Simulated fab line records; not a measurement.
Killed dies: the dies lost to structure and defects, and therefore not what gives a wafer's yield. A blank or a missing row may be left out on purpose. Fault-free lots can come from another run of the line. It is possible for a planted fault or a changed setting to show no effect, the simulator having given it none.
Chamber matching + flow gf180mcu + GF_STI_ETCH_14 on rie si-02: 4 sister chambers
The step etches Si in HBr/Cl2/O2, target depth 360 nm, time 102.9 s. 16 wafers are shown with their chamber, then 8 later ones without.

EACH WAFER AND ITS CHAMBER
| wafer  | chamber | drypump motor current A (A) | oes product au (a.u.) | throttle valve pct (%) |
|--------|---------|-----------------------------|-----------------------|------------------------|
| L247.3 | 2       | 5.1                         | 0.995                 | 25.668                 |
| L247.4 | 1       | 5.8                         | 0.999                 | 25.649                 |
| L247.6 | 0       | 5.5                         | 0.987                 | 25.652                 |
| L249.4 | 3       | 6.4                         | 0.997                 | 25.645                 |
| L249.5 | 0       | 5.5                         | 0.997                 | 25.671                 |
| L249.6 | 3       | 6.4                         | 1.016                 | 25.645                 |
| L252.3 | 1       | 5.8                         | 0.996                 | 25.653                 |
| L252.4 | 3       | 6.5                         | 0.998                 | 25.660                 |
| L252.6 | 0       | 5.5                         | 0.978                 | 25.670                 |
| L254.2 | 2       | 5.1                         | 0.998                 | 25.658                 |
| L254.4 | 0       | 5.5                         | 0.992                 | 25.662                 |
| L254.5 | 1       | 5.9                         | 0.993                 | 25.661                 |
| L257.2 | 2       | 5.1                         | 1.003                 | 25.647                 |
| L257.3 | 0       | 5.5                         | 1.000                 | 25.649                 |
| L257.5 | 1       | 5.8                         | 1.000                 | 25.648                 |
| L260.2 | 1       | 5.8                         | 0.999                 | 25.677                 |

SIGNATURES (averages over the wafers above)
| reading                 | chamber 0 | chamber 1 | chamber 2 | chamber 3 | scatter within a chamber |
|-------------------------|-----------|-----------|-----------|-----------|--------------------------|
| drypump motor current A | 5.500     | 5.820     | 5.100     | 6.433     | 0.035                    |
| oes product au          | 0.99080   | 0.99740   | 0.99867   | 1.00367   | 0.00706                  |
| throttle valve pct      | 25.66080  | 25.65760  | 25.65767  | 25.65000  | 0.0106                   |
Rule: a wafer lies at a distance from a chamber equal to the root of the sum of squares, over the readings, of (its reading less the chamber's mean, divided by the reading's scatter). If the next closest chamber is less than 2 further off than the closest, the wafer can't be placed; otherwise it belongs to the closest. The scatter is the square root of a quotient: the sum, over the shown wafers, of each reading's squared deviation from its chamber's mean, divided by wafers minus chambers.

WAFERS MISSING THEIR CHAMBER
| wafer  | drypump motor current A (A) | oes product au (a.u.) | throttle valve pct (%) |
|--------|-----------------------------|-----------------------|------------------------|
| L260.4 | 6.4                         | 1.002                 | 25.650                 |
| L260.5 | 5.1                         | 0.997                 | 25.658                 |
| L262.1 | 5.5                         | 0.997                 | 25.674                 |
| L262.2 | 5.1                         | 0.994                 | 25.662                 |
| L262.5 | 5.5                         | 0.993                 | 25.678                 |
| L269.4 | 6.4                         | 1.014                 | 25.663                 |
| L269.5 | 6.4                         | 1.020                 | 25.636                 |
| L269.6 | 5.2                         | 1.000                 | 25.660                 |

EACH ONE'S CHAMBER
| wafer  | from the rows above | in truth |
|--------|---------------------|----------|
| L260.4 | 3                   | 3        |
| L260.5 | 2                   | 2        |
| L262.1 | 0                   | 0        |
| L262.2 | 2                   | 2        |
| L262.5 | 0                   | 0        |
| L269.4 | 3                   | 3        |
| L269.5 | 3                   | 3        |
| L269.6 | 2                   | 2        |
Correctly placed: 8 of 8. Not placeable from these rows: 0. 0 placed wrongly.
